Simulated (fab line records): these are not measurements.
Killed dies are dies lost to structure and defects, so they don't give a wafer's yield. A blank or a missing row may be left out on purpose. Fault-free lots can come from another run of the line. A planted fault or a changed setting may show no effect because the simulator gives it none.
8D (eight disciplines) problem report, filled in by code	flow sky130	the parts of the form that need people (team, actions taken, sign-off) are left out

1. WHAT WENT WRONG
Mean of dose_ions_cm2 at SKY_LDD_N_IMPLANT_09: 9.2e+13 across 6 wafers in 2 lots; on wafers with no fault it is 7.5e+13 (standard deviation 8.8e+10). That is +99 or more standard deviations from the usual mean.
First observed at day 21 20:29: wafer L634.1, on implanter-04. Wafers with a number at this step in the record: 36, from 12 lots. By rule, "out" or "out of limits" means more than 4 standard deviations away from the usual mean. The other wafers with a number count as sound.

2. WHAT IT IS, AND WHAT IT ISN'T
question	is	is not
which readings at this step	dose_ions_cm2, faraday_current_uA	beam_on_s
which lots	L634, L635	L625, L626, L627, L629, L638, L639, L641, L643, L647, L648
which wafers of those lots	all that have a number	-
read on which tools	implanter-04	implanter-01, implanter-02
when	from day 21 20:29	up to then (12 sound wafers); but 18 sound wafers of L638, L639, L641, L643, L647, L648 came after

3. THE SUSPECTS, EACH WITH WHAT RULES IT OUT
Counting: a tool at any process step up to the reading remains a suspect when it ran all the lots that are out and ran no sound lot after the first of those.
- implanter-04 at SKY_LDD_N_IMPLANT_09: ruled out as a lasting fault. Sound lots L647 ran on it after its first lot that is out, L634 (day 21 20:29).
Left after counting: nothing in the record.

4. THE CAUSE (what the simulator had put in)
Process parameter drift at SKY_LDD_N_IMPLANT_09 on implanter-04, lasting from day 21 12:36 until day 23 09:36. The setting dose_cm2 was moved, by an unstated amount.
Counting ruled it out, wrongly.

5. SEQUENCE OF EFFECTS, ordered by route
Each row: a reading where the mean over the struck wafers with a number is more than 3 standard deviations away from the usual. Scope: only readings with a usual standard deviation given in the record; hours: median across lots of the time from each lot's start at the first step in this table that gives one to its start at this step; sigmas: change in usual standard deviations.
hours	step	reading	usual	on struck wafers	change	sigmas
0	SKY_LDD_N_IMPLANT_09	dose_ions_cm2	7.5e+13	9.2e+13	+1.7e+13	+99 or more
0	SKY_LDD_N_IMPLANT_09	faraday_current_uA	423	515	+92	+11
Here are the process steps it includes:
- SKY_LDD_N_IMPLANT_09
Later measuring or inspecting steps at which every struck wafer that the step has a row for has a number for every such reading, and none has moved that far: SKY_SD_P_OVL_MEAS_08.

6. WHAT WOULD HAVE CAUGHT IT SOONER
The fault began at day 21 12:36; the first out-of-limits reading in this record came at day 21 20:29, 8 hours later.
